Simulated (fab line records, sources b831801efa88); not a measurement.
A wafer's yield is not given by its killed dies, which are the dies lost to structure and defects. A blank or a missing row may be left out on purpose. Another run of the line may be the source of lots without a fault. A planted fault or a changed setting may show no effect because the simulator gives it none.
Comparing a struck lot with a sound one + flow gf180mcu + 43 out of 602 route steps
Sound: these wafers, L177.2, L177.3, L177.6. Struck: wafers L193.3, L193.4. (L193.5 of the same lot was not struck and is left out.) The cause comes at the end.
At each step with rows: each side's tool, then ch and its chambers, then its first start. Under that, the readings that differ: sound wafers + struck wafers + difference of the means + sigmas: that difference in standard deviations of wafers without a fault.
alike: readings whose means differ by less than 2 such deviations, and words and numbers that are the same on both sides. not compared: withheld readings, readings that some wafer has no value for, bounds like >300 that may hide the same value, and numbers for which the record gives no deviation and whose values overlap.
A row with sigmas, a row that says differs or no value, or rows on one side alone: a step with any of these is where the two part. Numbers that don't overlap but have no deviation are shown without sigmas and don't part them. A reading missing from all wafers of one side parts the sides only when that side holds two or more wafers.

GF_SAB_STRIP_13: strips in O2/N2.
  sound on plasma_asher-04 ch 0,1, day 15 15:40; struck on plasma_asher-01 ch 0,1, day 21 06:34
| reading                      | sound                | struck        | difference | sigmas |
|------------------------------|----------------------|---------------|------------|--------|
| strip_time_to_endpoint_s (s) | 12.590 12.590 12.571 | 12.629 12.664 | +0.063     | +2     |
  alike: chamber_pressure_mTorr, drypump_motor_current_A, heater_power_w, oes_product_au
  not compared: rf_hours_counter_h
then, 2 steps without rows for these wafers: GF_SALICIDE_CLEAN_00 (cleans in SC1/SC2, time 150 s); GF_SALICIDE_WET_ETCH_01 (etches SiO2 in dHF, target depth 5 nm, time 100 s).
GF_SALICIDE_SPUTTER_02: material Co, target thk 10 nm, time 20 s.
  sound on pvd_sputter-04 at day 15 15:52; struck on pvd_sputter-04 at day 21 06:46
  alike: throttle_valve_pct
then, 1 step without rows for these wafers: GF_SALICIDE_SPUTTER_03 (material TiN, target thk 20 nm, time 16.7 s).
GF_SALICIDE_RS_MEAS_04: measurement is done with a four-point probe.
  sound on film_metro-01 at day 15 15:56; struck on film_metro-04 at day 21 06:52
  alike: SALICIDE_TIN_RS
GF_SALICIDE_THK_MEAS_05: measures by xrf.
  sound on film_metro-01 at day 15 16:02; struck on film_metro-04 at day 21 06:58
  alike: SALICIDE_TIN_THK
then, 4 steps without rows for these wafers: GF_SALICIDE_RTA_06 (time 30 s); GF_SALICIDE_WET_ETCH_07 (etches the open film in SPM, target depth 120 nm); GF_SALICIDE_RTA_08 (time 30 s); GF_CONTACT_CVD_00 (deposits SiO2, target thk 300 nm, time 50 s).
GF_CONTACT_THK_MEAS_01:
  sound on film_metro-03 at day 15 16:27; struck on film_metro-04 at day 21 07:22
  alike: CONTACT_CVD_00_THK
GF_CONTACT_CVD_02: deposits SiO2 from TEOS, target thk 860 nm, time 95.992 s.
  sound on pecvd-04 ch 0,1,2, day 15 16:30; struck on pecvd-04 ch 2, day 21 07:24
  alike: heater_power_w
GF_CONTACT_THK_MEAS_03:
  sound on film_metro-02 at day 15 16:35; struck on film_metro-03 at day 21 07:29
  alike: CONTACT_CVD_02_THK
GF_CONTACT_CMP_04: polishes SiO2.
  sound on cmp-02 ch 0,1,2, day 15 16:38; struck on cmp-02 ch 0,1, day 21 07:32
  alike: edge_zone_pressure_frac, motor_current_A, time_to_endpoint_s
GF_CONTACT_BOW_MEAS_05:
  sound on film_metro-03 at day 15 16:57; struck on film_metro-02 at day 21 07:52
  alike: CONTACT_BOW
then, 8 steps without rows for these wafers: GF_CONTACT_DEHYDRATE_06 (time 60 s); GF_CONTACT_HMDS_07 (prime time 60 s); GF_CONTACT_COAT_08; GF_CONTACT_COAT_09 (resist thk 1000 nm); GF_CONTACT_SOFTBAKE_10 (time 60 s); GF_CONTACT_EXPOSE_11 (exposes mask Contact, target cd 220 nm); GF_CONTACT_PEB_12 (peb time 90 s); GF_CONTACT_DEVELOP_13 (develop time 60 s).
GF_CONTACT_CD_MEAS_14 targets a cd of 220 nm.
  sound on cd_sem-02 at day 16 15:16; struck on cd_sem-02 at day 22 07:20
| reading    | sound             | struck      | difference | sigmas |
|------------|-------------------|-------------|------------|--------|
| cd_nm (nm) | 223.5 222.6 222.3 | 219.6 217.4 | -4.3       | -3     |
GF_CONTACT_OVL_MEAS_15:
  sound on overlay-01 at day 16 15:22; struck on overlay-01 at day 22 07:26
  alike: CONTACT_OVL
then, 6 steps without rows for these wafers: GF_CONTACT_ETCH_16 (etches BARC in N2/H2); GF_CONTACT_ETCH_17 (etches SiO2 in C4F8/O2/Ar, stops on CoSi2, target depth 860 nm); GF_CONTACT_STRIP_18 (strips in O2/N2); GF_CONTACT_CLEAN_19 (cleans in SPM); GF_CONTACT_CLEAN_20 (cleans in DIW); GF_CONTACT_CLEAN_21 (cleans in dHF, time 20 s).
GF_CONTACT_SPUTTER_22: material Ti, target thk 15 nm, time 80.02 s.
  sound on pvd_sputter-03 at day 16 15:52; struck on pvd_sputter-04 at day 22 07:56
  alike: substrate_temp_c, throttle_valve_pct
then, 2 steps without rows for these wafers: GF_CONTACT_SPUTTER_23 (material TiN, target thk 10 nm, time 40 s); GF_CONTACT_CVD_24 (deposits W, target thk 300 nm, time 90.339 s).
GF_CONTACT_RS_MEAS_25: measurement is done with a four-point probe.
  sound on film_metro-02 at day 16 16:05; struck on film_metro-02 at day 22 08:10
  alike: CONTACT_W_RS
GF_CONTACT_THK_MEAS_26: measures by xrf.
  sound on film_metro-02 at day 16 16:11; struck on film_metro-02 at day 22 08:16
  alike: CONTACT_W_THK
then, 3 steps without rows for these wafers: GF_CONTACT_CMP_27 (polishes, stops on SiO2, t overpolish 15 s, target thk 0 nm); GF_M1_SPUTTER_00 (material Ti, target thk 37.5 nm, time 150 s); GF_M1_SPUTTER_01 (material TiN, target thk 30 nm, time 25 s).
GF_M1_SPUTTER_02: material AlCu, target thk 450 nm, time 23.9 s.
  sound on pvd_sputter-03 at day 16 16:40; struck on pvd_sputter-01 at day 22 08:44
  alike: throttle_valve_pct
then, 1 step without rows for these wafers: GF_M1_SPUTTER_03 (material Ti, target thk 10 nm, time 6.7 s).
-- the record jumps here: 11 days lie between the struck wafers' starts before and after (it left off in module M1 and takes up again in module PASSIVATION, whose first step shown is number 602 of the route) --
GF_PASSIVATION_PROBE_99:
  the record has rows for the struck wafers here (prober-02, day 33 15:19) and none for the sound ones

== WHERE THEY PART ==
Last at GF_PASSIVATION_PROBE_99 as far as this record goes, first at GF_SAB_STRIP_13.

WHY: what had been put in by the simulator
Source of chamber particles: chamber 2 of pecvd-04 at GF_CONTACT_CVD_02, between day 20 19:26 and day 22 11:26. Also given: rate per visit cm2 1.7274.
